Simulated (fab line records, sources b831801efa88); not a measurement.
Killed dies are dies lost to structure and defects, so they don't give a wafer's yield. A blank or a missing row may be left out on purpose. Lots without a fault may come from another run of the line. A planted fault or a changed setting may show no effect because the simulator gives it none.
fab line records | flow gf180mcu
record lots=7 wafers=21 last_day=32
route steps=602 shown V2@397 M3@409
lots that met no fault: from a run of the same line without faults
start_h: hours from the record's first day to the start of the lot's first wafer shown | wait_h: hours since the lot's step before | " the same as in the row above | L1.1+2: a row that stands for several wafers | - no value, or no start given | * or withheld: withheld | < > ~ a bound
route shown NAME@n: a module of which the file shows steps, and the number in the route of the first | usual: mean/standard deviation of fault-free wafers | same: alike in all rows | chamber/n: place in a boat | sites: the reading at each site | _std_site: their standard deviation | _edge_site: outer sites' mean less inner sites' | radius_mm: how far each site lies from the wafer's centre | mask NAME#n: copy n | behind: the tool/chamber that last shaped the wafer | hold: why the lot was held/for how many hours/how that ended | device: the transistor (n, p or np) that didn't switch | end of line: the same wafers' tests at the end of the route | a step without rows: its recipe alone | killed: dies lost to structure and defects at the first sort, not the wafer's yield | map: a wafer's dies, x killed, . not, _ none there
set.NAME: the setting as run; set.NAME@STEP: as run at that earlier step | model.NAME: the simulator's own value behind a step, which no gauge read
lots at some steps of the route; a table a step, a row a wafer
services: from which hour (start_h, from the record's first day; less than 0 if before it) a tool's chamber was out of use, for how many hours, and why
## steps
# step GF_V2_OVL_MEAS_15
# usual V2_OVL=-4/6.8
# columns lot.wafer tool chamber start_h wait_h V2_OVL[nm]
L983.2 overlay-01 - 538.43 0.1 2
L983.3 " - " " -4
L983.4 " - " " -3
L984.1 overlay-02 - 540.67 0.1 -6
L984.2 " - " " -6
L984.6 " - " " -6
L985.2 overlay-01 - 544.10 0.1 8
L985.4 " - " " 1
L985.5 " - " " 8
L989.1 overlay-01 - 574.25 0.1 -24
L989.2 " - " " -20
L989.6 " - " " -19
L992.1 overlay-02 - 598.53 0.1 -1
L992.2 " - " " -10
L992.4 " - " " -9
L993.1 overlay-02 - 606.28 0.1 -1
L993.5 " - " " -9
L993.6 " - " " -6
L994.1 overlay-02 - 609.15 0.1 -8
L994.3 " - " " -12
L994.4 " - " " -9
# step GF_V2_ETCH_16
# recipe chemistry=N2/H2 target_depth_a=withheld overetch_a=withheld time_s=withheld target=BARC ion_energy_ev=200 source_w=500 bias_w=100 pressure_mtorr=30 n2_flow_sccm=100 h2_flow_sccm=200
# usual drypump_motor_current_A=5.9/0.35 oes_product_au=0.856/0.0053 throttle_valve_pct=13.224/0.0087
# columns lot.wafer tool chamber start_h wait_h drypump_motor_current_A oes_product_au throttle_valve_pct
L983.2 rie_diel-01 0 538.46 0.0 6.0 0.847 13.218
L983.3 " 2 " " 5.2 0.857 13.224
L983.4 " 1 " " 5.6 0.858 13.211
L984.1 rie_diel-04 0 540.71 0.0 6.1 0.849 13.207
L984.2 " 3 " " 6.4 0.850 13.226
L984.6 " 3 " " 6.4 0.844 13.219
L985.2 rie_diel-01 3 544.13 0.0 6.0 0.854 13.241
L985.4 " 1 " " 5.6 0.859 13.234
L985.5 " 1 " " 5.6 0.855 13.219
L989.1 rie_diel-03 3 574.28 0.0 6.0 0.863 13.223
L989.2 " 2 " " 6.3 0.860 13.229
L989.6 " 3 " " 6.0 0.848 13.239
L992.1 rie_diel-01 2 598.56 0.0 5.2 0.854 13.221
L992.2 " 3 " " 6.0 0.856 13.219
L992.4 " 0 " " 6.0 0.855 13.230
L993.1 rie_diel-03 3 606.32 0.0 6.0 0.857 13.233
L993.5 " 2 " " 6.3 0.852 13.227
L993.6 " 1 " " 5.7 0.850 13.238
L994.1 rie_diel-04 3 609.18 0.0 6.3 0.850 13.217
L994.3 " 2 " " 5.6 0.860 13.209
L994.4 " 3 " " 6.3 0.862 13.222
# step GF_V2_ETCH_17
# recipe chemistry=C4F8/O2/Ar mask_material=KrF target=SiO2 stop_on=TiN source_w=1500 bias_w=1200 pressure_mtorr=40 c4f8_flow_sccm=withheld O2_flow_sccm=6 Ar_flow_sccm=300 time_s=withheld target_depth_a=6300
# step GF_V2_STRIP_18
# recipe chemistry=O2/N2 power_w=1400 pressure_mtorr=1500 platen_temp_c=250 o2_flow_sccm=3000 n2_flow_sccm=300 overash_fraction=0.5
# usual drypump_motor_current_A=5.7/0.45 heater_power_w=314/31 oes_product_au=0.593/0.0044 platen_temp_c=250.03/0.18
# columns lot.wafer tool chamber start_h wait_h drypump_motor_current_A heater_power_w oes_product_au platen_temp_c rf_hours_counter_h
L983.2 plasma_asher-01 0 538.59 - 5.3 349 0.598 250.02 89
L983.3 " 1 " " 5.4 279 0.592 250.12 -
L983.4 " 0 " " 5.3 349 0.593 249.78 -
L984.1 plasma_asher-02 0 540.84 - 6.2 281 0.595 250.36 75
L984.2 " 1 " " 6.2 311 0.587 249.83 75
L984.6 " 0 " " 6.3 284 0.593 250.15 -
L985.2 plasma_asher-01 1 544.26 - 5.4 274 0.593 249.98 90
L985.4 " 1 " " 5.4 283 0.593 249.86 -
L985.5 " 0 " " 5.3 371 0.591 250.06 -
L989.1 plasma_asher-01 0 574.41 - 5.3 348 0.594 249.81 93
L989.2 " 1 " " 5.4 287 0.595 250.25 93
L989.6 " 1 " " 5.4 283 0.592 250.03 -
L992.1 plasma_asher-01 1 598.69 - 5.4 291 0.591 249.62 97
L992.2 " 0 " " 5.3 346 0.597 250.06 97
L992.4 " 0 " " 5.3 351 0.593 249.99 -
L993.1 plasma_asher-01 0 606.45 - 5.3 352 0.590 250.35 98
L993.5 " 0 " " 5.3 346 0.590 250.24 -
L993.6 " 1 " " 5.4 282 0.589 250.20 -
L994.1 plasma_asher-01 0 609.31 - 5.3 358 0.591 249.68 98
L994.3 " 0 " " 5.3 347 0.596 249.89 -
L994.4 " 1 " " 5.4 282 0.591 249.74 -
# step GF_V2_STRIP_19
# recipe chemistry=post_etch_residue_remover time_s=1200 temp_c=72.5
# step GF_V2_CLEAN_20
# recipe chemistry=DIW dry=n2_spin
# step GF_V2_SPUTTER_21
# recipe material=Ti target_thk_nm=15 chamber_pressure_pa=5 power_w=2500 substrate_temp_c=200 time_s=80.02
# step GF_V2_SPUTTER_22
# recipe material=TiN target_thk_nm=10 chamber_pressure_pa=5 power_w=4000 time_s=40
# step GF_V2_CVD_23
# recipe material=W target_thk_nm=350 time_s=104.94 temp_c=400 pressure_torr=40
# usual heater_power_outer_w=563/65 heater_power_w=919/110 susceptor_temp_C=400.01/0.22
# same time_s=104.94
# columns lot.wafer tool chamber start_h wait_h heater_power_outer_w heater_power_w susceptor_temp_C
L983.2 cvd_w-01 1 539.23 0.0 501 781 399.66
L983.3 " 0 " " 620 1057 400.17
L983.4 " 1 " " 498 809 400.01
L984.1 cvd_w-02 1 541.47 0.0 611 960 399.93
L984.2 " 0 " " 488 829 399.98
L984.6 " 1 " " 598 926 399.55
L985.2 cvd_w-01 0 544.90 0.0 646 1095 399.77
L985.4 " 0 " " 624 1029 399.97
L985.5 " 0 " " 625 1076 400.15
L989.1 cvd_w-01 0 575.05 0.0 635 1048 400.06
L989.2 " 1 " " 493 799 399.98
L989.6 " 1 " " 498 798 400.19
L992.1 cvd_w-01 0 599.34 0.0 634 1079 400.22
L992.2 " 1 " " 515 782 400.18
L992.4 " 0 " " 650 1039 400.00
L993.1 cvd_w-01 0 607.11 0.0 648 1061 399.66
L993.5 " 0 " " 641 1041 399.83
L993.6 " 1 " " 503 797 400.09
L994.1 cvd_w-01 1 609.95 0.0 514 801 399.84
L994.3 " 0 " " 642 1052 399.91
L994.4 " 1 " " 487 810 400.04
# step GF_V2_RS_MEAS_24
# recipe thk_meas_gauge=four-point-probe reads=W_of_V2_CVD_23+TiN_of_V2_SPUTTER_22+Ti_of_V2_SPUTTER_21
# usual V2_W_RS=0.328/0.0042
# columns lot.wafer tool chamber start_h wait_h V2_W_RS[ohm/sq]
L983.2 film_metro-04 - 539.36 0.1 0.332
L983.3 " - " " 0.330
L983.4 " - " " 0.329
L984.1 film_metro-03 - 541.58 0.1 0.328
L984.2 " - " " 0.321
L984.6 " - " " 0.331
L985.2 film_metro-01 - 545.03 0.1 0.326
L985.4 " - " " 0.330
L985.5 " - " " 0.327
L989.1 film_metro-01 - 575.17 0.1 0.325
L989.2 " - " " 0.321
L989.6 " - " " 0.328
L992.1 film_metro-04 - 599.46 0.1 0.328
L992.2 " - " " 0.332
L992.4 " - " " 0.327
L993.1 film_metro-01 - 607.22 0.1 0.326
L993.5 " - " " 0.326
L993.6 " - " " 0.330
L994.1 film_metro-04 - 610.06 0.1 0.334
L994.3 " - " " 0.332
L994.4 " - " " 0.332
# step GF_V2_THK_MEAS_25
# recipe thk_meas_gauge=xrf reads=W_of_V2_CVD_23
# usual V2_W_THK=360/7.5
# columns lot.wafer tool chamber start_h wait_h V2_W_THK[nm]
L983.2 film_metro-04 - 539.47 0.1 348
L983.3 " - " " 352
L983.4 " - " " 351
L984.1 film_metro-03 - 541.70 0.1 369
L984.2 " - " " 374
L984.6 " - " " 363
L985.2 film_metro-01 - 545.14 0.1 359
L985.4 " - " " 353
L985.5 " - " " 359
L989.1 film_metro-01 - 575.29 0.1 361
L989.2 " - " " 366
L989.6 " - " " 359
L992.1 film_metro-04 - 599.58 0.1 349
L992.2 " - " " 345
L992.4 " - " " 354
L993.1 film_metro-01 - 607.34 0.1 366
L993.5 " - " " 364
L993.6 " - " " 362
L994.1 film_metro-04 - 610.18 0.1 342
L994.3 " - " " 345
L994.4 " - " " 346
# step GF_V2_CMP_26
# recipe stop_on=SiO2 down_force_psi=3.5 platen_rpm=60 t_overpolish_s=15 target_thk_nm=0 pad_velocity_m_s=0.94248
# step GF_M3_SPUTTER_00
# recipe material=Ti target_thk_nm=37.5 arriving_ion_energy_ev=80 substrate_temp_c=200 chamber_pressure_pa=2 power_w=4000 time_s=150
# usual cathode_dc_power_W=4000.0/0.76 chamber_pressure_pa=2.000/0.0041 throttle_valve_pct=30.1/1.1 time_s=150/0
# columns lot.wafer tool chamber start_h wait_h cathode_dc_power_W chamber_pressure_pa throttle_valve_pct time_s
L983.2 pvd_sputter-03 - 539.82 0.1 3999.1 2.001 29.2 150
L983.3 " - " " 4001.5 2.011 29.4 150
L983.4 " - " " 4000.9 1.994 30.0 150
L984.1 pvd_sputter-04 - 542.06 0.1 4000.1 2.004 31.2 150
L984.2 " - " " 3999.0 2.000 29.8 150
L984.6 " - " " 3999.8 2.004 30.9 150
L985.2 pvd_sputter-01 - 545.54 0.2 4000.5 2.003 30.6 150
L985.4 " - " " 4000.1 2.004 30.5 150
L985.5 " - " " 4000.4 1.992 28.6 150
L989.1 pvd_sputter-01 - 575.65 0.1 4000.3 2.000 30.5 150
L989.2 " - " " 4001.4 1.997 30.1 150
L989.6 " - " " 3999.9 2.008 28.9 150
L992.1 pvd_sputter-03 - 599.94 0.1 - - - -
L992.2 " - " " - - - -
L992.4 " - " " - - - -
L993.1 pvd_sputter-04 - 607.70 0.1 - - - -
L993.5 " - " " - - - -
L993.6 " - " " - - - -
L994.1 pvd_sputter-03 - 610.54 0.2 - - - -
L994.3 " - " " - - - -
L994.4 " - " " - - - -
# step GF_M3_SPUTTER_01
# recipe material=TiN target_thk_nm=30 power_w=6500 time_s=25 chamber_pressure_pa=0.4
# usual cathode_dc_power_W=6500.0/1.1 chamber_pressure_pa=0.4001/0.00082 throttle_valve_pct=30.0/1.1
# same time_s=25
# columns lot.wafer tool chamber start_h wait_h cathode_dc_power_W chamber_pressure_pa throttle_valve_pct
L983.2 pvd_sputter-03 - 539.92 0.1 6498.6 0.4003 29.2
L983.3 " - " " 6500.2 0.3995 29.3
L983.4 " - " " 6500.3 0.4008 30.0
L984.1 pvd_sputter-04 - 542.16 0.1 6502.2 0.4008 31.1
L984.2 " - " " 6499.5 0.4004 29.6
L984.6 " - " " 6499.8 0.4016 30.9
L985.2 pvd_sputter-01 - 545.64 0.1 6498.5 0.4000 30.4
L985.4 " - " " 6498.4 0.3995 30.4
L985.5 " - " " 6499.1 0.4004 28.6
L989.1 pvd_sputter-01 - 575.75 0.1 6500.6 0.4009 30.4
L989.2 " - " " 6501.6 0.3993 29.9
L989.6 " - " " 6501.1 0.4004 29.2
L992.1 pvd_sputter-03 - 600.04 0.1 6500.4 0.3987 29.1
L992.2 " - " " 6501.1 0.4003 29.3
L992.4 " - " " 6499.8 0.3994 29.7
L993.1 pvd_sputter-04 - 607.80 0.1 6500.0 0.4004 29.2
L993.5 " - " " 6498.1 0.4010 30.5
L993.6 " - " " 6500.1 0.3990 30.4
L994.1 pvd_sputter-03 - 610.64 0.1 6500.5 0.3991 29.4
L994.3 " - " " 6499.7 0.4018 33.1
L994.4 " - " " 6499.8 0.3984 29.5
# step GF_M3_SPUTTER_02
# recipe material=AlCu target_thk_nm=450 power_w=10600 time_s=23.9 chamber_pressure_pa=0.4
# step GF_M3_SPUTTER_03
# recipe material=Ti target_thk_nm=10 substrate_temp_c=300 chamber_pressure_pa=0.3 power_w=3000 time_s=6.7
# step GF_M3_SPUTTER_04
# recipe material=TiN target_thk_nm=50 power_w=6726 time_s=41.7 chamber_pressure_pa=0.4
# usual cathode_dc_power_W=6726.2/1.4 chamber_pressure_pa=0.4000/0.00075 throttle_valve_pct=30.1/1.1
# same time_s=41.7
# columns lot.wafer tool chamber start_h wait_h cathode_dc_power_W chamber_pressure_pa throttle_valve_pct
L983.2 pvd_sputter-03 - 540.00 0.0 6727.6 0.3997 29.6
L983.3 " - " " 6727.7 0.4014 29.3
L983.4 " - " " 6726.3 0.3997 29.9
L984.1 pvd_sputter-04 - 542.25 0.0 6727.2 0.4006 31.0
L984.2 " - " " 6726.6 0.3993 29.5
L984.6 " - " " 6726.7 0.4008 30.9
L985.2 pvd_sputter-01 - 545.73 0.0 6725.9 0.4005 30.4
L985.4 " - " " 6727.3 0.4007 30.4
L985.5 " - " " 6729.6 0.3997 28.7
L989.1 pvd_sputter-01 - 575.83 0.0 6724.7 0.3996 30.4
L989.2 " - " " 6726.5 0.4001 29.8
L989.6 " - " " 6727.6 0.4008 29.0
L992.1 pvd_sputter-03 - 600.12 0.0 6727.2 0.4010 29.4
L992.2 " - " " 6722.6 0.4001 29.2
L992.4 " - " " 6728.0 0.3998 30.2
L993.1 pvd_sputter-04 - 607.88 0.0 6728.1 0.3986 29.5
L993.5 " - " " 6727.2 0.4012 31.0
L993.6 " - " " 6724.3 0.3997 30.1
L994.1 pvd_sputter-03 - 610.72 0.0 6726.1 0.4006 29.7
L994.3 " - " " 6727.2 0.4005 32.8
L994.4 " - " " 6722.0 0.3998 29.3
# step GF_M3_DEHYDRATE_07
# recipe temp_c=200 time_s=60
# step GF_M3_HMDS_08
# recipe prime_time_s=60 prime_temp_c=120
# step GF_M3_COAT_09
# recipe resist=KrF spin_rpm=withheld resist_thk_nm=1000
# step GF_M3_SOFTBAKE_10
# recipe temp_c=130 time_s=60 resist=KrF
# step GF_M3_EXPOSE_11
# recipe mask_id=Metal3 target_cd_nm=280 na=0.68 source_shape=conventional sigma_outer=0.6 dose_mj=28
# step GF_M3_PEB_12
# recipe peb_temp_c=135 peb_time_s=90 resist=KrF
# step GF_M3_DEVELOP_13
# recipe develop_time_s=60 dev_temp_c=21
# step GF_M3_CD_MEAS_14
# recipe target_cd_nm=280
# usual cd_nm=280.0/0.93
# columns lot.wafer tool chamber start_h wait_h cd_nm
L983.2 cd_sem-01 - 562.00 0.1 281.2
L983.3 " - " " 280.0
L983.4 " - " " 279.2
L984.1 cd_sem-02 - 564.31 0.1 280.8
L984.2 " - " " 280.9
L984.6 " - " " 280.3
L985.2 cd_sem-02 - 567.95 0.1 281.2
L985.4 " - " " 280.8
L985.5 " - " " 281.6
L989.1 cd_sem-01 - 597.28 0.1 281.5
L989.2 " - " " 280.4
L989.6 " - " " 280.4
L992.1 cd_sem-02 - 620.46 0.1 280.4
L992.2 " - " " 281.4
L992.4 " - " " 280.0
L993.1 cd_sem-02 - 628.38 0.1 278.8
L993.5 " - " " 278.7
L993.6 " - " " 279.7
L994.1 cd_sem-01 - 630.96 0.1 278.2
L994.3 " - " " 278.9
L994.4 " - " " 279.9
# step GF_M3_OVL_MEAS_15
# usual M3_OVL=1/7.1
# columns lot.wafer tool chamber start_h wait_h M3_OVL[nm]
L983.2 overlay-02 - 562.11 0.1 12
L983.3 " - " " 4
L983.4 " - " " 15
L984.1 overlay-02 - 564.43 0.1 -9
L984.2 " - " " -3
L984.6 " - " " 7
L985.2 overlay-02 - 568.05 0.1 1
L985.4 " - " " 2
L985.5 " - " " 1
L989.1 overlay-02 - 597.40 0.1 3
L989.2 " - " " 7
L989.6 " - " " 7
L992.1 overlay-02 - 620.58 0.1 5
L992.2 " - " " -6
L992.4 " - " " -4
L993.1 overlay-01 - 628.50 0.1 -2
L993.5 " - " " 1
L993.6 " - " " 5
L994.1 overlay-01 - 631.08 0.1 3
L994.3 " - " " 5
L994.4 " - " " 6
# step GF_M3_METAL_ETCH_16
# recipe chemistry=Cl2/BCl3 mask_material=KrF target_depth_nm=627.5 stop_on=SiO2 pressure_mtorr=8 icp_w=800 bias_w=140 Cl2_flow_sccm=80 bcl3_flow_sccm=40 time_s=104.6
# usual drypump_motor_current_A=5.9/0.4 oes_product_au=0.973/0.0055 throttle_valve_pct=28.249/0.01
# same time_s=104.6
# columns lot.wafer tool chamber start_h wait_h drypump_motor_current_A oes_product_au rf_hours_counter_h throttle_valve_pct
L983.2 rie_metal-04 0 562.14 0.0 5.4 0.976 11 28.256
L983.3 " 1 " " 6.3 0.974 - 28.244
L983.4 " 0 " " 5.4 0.975 - 28.238
L984.1 rie_metal-01 0 564.46 0.0 5.7 0.973 11 28.235
L984.2 " 1 " " 5.5 0.978 2 28.262
L984.6 " 0 " " 5.7 0.968 - 28.259
L985.2 rie_metal-01 1 568.08 0.0 5.5 0.978 3 28.248
L985.4 " 0 " " 5.7 0.971 - 28.239
L985.5 " 0 " " 5.7 0.975 - 28.254
L989.1 rie_metal-01 1 597.43 0.0 5.5 0.962 4 28.247
L989.2 " 1 " " 5.5 0.959 - 28.265
L989.6 " 1 " " 5.5 0.964 - 28.255
L992.1 rie_metal-04 1 620.61 0.0 6.3 0.988 11 28.212
L992.2 " 0 " " 5.4 0.992 13 28.222
L992.4 " 0 " " 5.4 0.994 - 28.222
L993.1 rie_metal-04 1 628.54 0.0 6.4 0.999 11 28.227
L993.5 " 0 " " 5.4 0.990 - 28.220
L993.6 " 1 " " 6.4 0.993 - 28.240
L994.1 rie_metal-04 0 631.11 0.0 5.4 0.984 13 28.236
L994.3 " 0 " " 5.4 0.947 - 28.278
L994.4 " 1 " " 6.3 0.994 - 28.212
# step GF_M3_STRIP_17
# recipe chemistry=O2/N2 power_w=1400 pressure_mtorr=1500 platen_temp_c=250 o2_flow_sccm=3000 n2_flow_sccm=300 overash_fraction=0.5
## services
# columns tool chamber start_h hours kind
rie_diel-01 2 522.78 9.4 repair
cvd_w-02 - 523.30 4.3 pm
pvd_sputter-01 1 528.35 - consumable_replace:kit
pvd_sputter-01 1 528.35 18.0 scheduled_down
pvd_sputter-01 1 528.35 18.0 vent_cycle
rie_diel-03 - 529.11 0.2 repair
cvd_w-02 - 533.27 0.9 repair
rie_diel-03 0 548.97 65.0 repair
pvd_sputter-03 2 562.77 - consumable_replace:kit
pvd_sputter-03 2 562.77 18.0 scheduled_down
pvd_sputter-03 2 562.77 18.0 vent_cycle
pvd_sputter-03 - 571.32 8.4 repair
cvd_w-02 0 584.79 8.5 repair
rie_metal-01 0 593.74 - clean
rie_diel-04 0 605.16 14.2 repair
cvd_w-01 - 613.39 1.4 repair
pvd_sputter-01 0 619.86 - consumable_replace:kit
pvd_sputter-01 0 619.86 18.0 scheduled_down
pvd_sputter-01 0 619.86 18.0 vent_cycle
pvd_sputter-03 - 620.23 1.0 repair
rie_diel-03 - 626.37 1.4 repair
pvd_sputter-04 2 630.63 - consumable_replace:kit
pvd_sputter-04 2 630.63 18.0 scheduled_down
pvd_sputter-04 2 630.63 18.0 vent_cycle
## key
first_sign step=GF_M3_SPUTTER_00 reading=tool_record direction=missing
effect step=GF_M3_METAL_ETCH_16 reading=oes_product_au direction=up sigmas=2.6 usual=0.973 struck=0.987
met_at GF_M3_SPUTTER_00
struck_wafers L992.1,L992.2,L992.4,L993.1,L993.5,L993.6,L994.1,L994.3,L994.4
later_rows_left_out L992.1,L992.2,L992.4,L993.1,L993.5,L993.6,L994.1,L994.3,L994.4
sort_left_out L992.1,L992.2,L992.4,L993.1,L993.5,L993.6,L994.1,L994.3,L994.4
onset_between 542.06 599.94
fault kind=skipped_step_whole tool=pvd_sputter-03,pvd_sputter-04 chamber=- onset_h=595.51 steps=GF_M3_SPUTTER_00 scope=struck_lots_only
# sort_left_out: the simulated sort isn't trusted on such a fault, so these wafers' sort isn't shown, and their yield isn't known
# later_rows_left_out: the simulator's readings of these wafers behind a module that went badly wrong aren't trusted and aren't shown, but for the sort
